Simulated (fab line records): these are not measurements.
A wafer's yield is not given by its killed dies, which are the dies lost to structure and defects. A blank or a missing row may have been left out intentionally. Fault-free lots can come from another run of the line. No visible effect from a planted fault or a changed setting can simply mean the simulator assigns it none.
The tool behind it: which one?    flow sky130    6 lots with 18 wafers sampled at 4 steps, on a route of 708 steps

== WHAT THE GAUGES SHOWED, per wafer ==
SKY_CONTACT_THK_MEAS_01.
lot   measured      on             CONTACT_CVD_00_THK (nm)
L195  day 31 04:09  film_metro-03  75.0 75.0 76.1
L204  day 34 01:42  film_metro-03  75.9 76.7 75.8
L206  day 34 14:58  film_metro-04  74.9 75.2 73.9
L208  day 35 03:19  film_metro-02  73.7 74.6 73.9
L212  day 36 10:04  film_metro-04  73.0 73.6 75.3
L214  day 36 22:19  film_metro-03  75.0 75.8 75.0

== WHAT TOOL EACH LOT RAN ON (gives the tool, then ch and the chambers of the sampled wafers, and finally the start) ==
lot   SKY_RES_PROTECT_STRIP_07              SKY_POLY_CUT_STRIP_12                 SKY_RES_XHIGH_SOFTBAKE_03
L195  plasma_asher-03 ch 0,1, day 15 21:55  plasma_asher-04 ch 0,1, day 25 04:08  litho_track-01 ch 0, day 26 22:50
L204  plasma_asher-03 ch 0,1, day 19 06:12  plasma_asher-03 ch 0,1, day 28 05:01  litho_track-02 ch 0, day 29 23:08
L206  plasma_asher-03 ch 0,1, day 19 20:04  plasma_asher-04 ch 0,1, day 28 19:05  litho_track-01 ch 0, day 30 13:07
L208  plasma_asher-01 ch 0,1, day 20 13:13  plasma_asher-03 ch 0,1, day 29 08:35  litho_track-01 ch 0, day 31 01:19
L212  plasma_asher-01 ch 0,1, day 21 23:35  plasma_asher-01 ch 0, day 30 16:47    litho_track-01 ch 0, day 32 09:59
L214  plasma_asher-02 ch 1, day 22 17:04    plasma_asher-01 ch 0,1, day 31 07:21  litho_track-01 ch 0, day 32 23:40
- SKY_RES_PROTECT_STRIP_07: strips in O2/N2.
- SKY_POLY_CUT_STRIP_12: strips in O2/N2.
- SKY_RES_XHIGH_SOFTBAKE_03: time 60 s.

== THE ANSWER, worked out from the rows above alone ==
Rule: usual is defined by the lots themselves. The widest of any qualifying gaps counts: lots, ordered by their means at a reading, are off when they make up no more than a third of the lots, leave a main group of 4 or more, and stand apart from it by 3 or more times the standard deviation of that group's means. A main group whose means are all the same, to the digits that the tables above print for the reading, isn't used. A lot without any number at a reading at which 4 lots or more have one is off too. All remaining lots with rows at the step are treated as sound.
None of the lots is off at any reading shown; this tells nothing.

== WHAT THE SIMULATOR PUT IN ==
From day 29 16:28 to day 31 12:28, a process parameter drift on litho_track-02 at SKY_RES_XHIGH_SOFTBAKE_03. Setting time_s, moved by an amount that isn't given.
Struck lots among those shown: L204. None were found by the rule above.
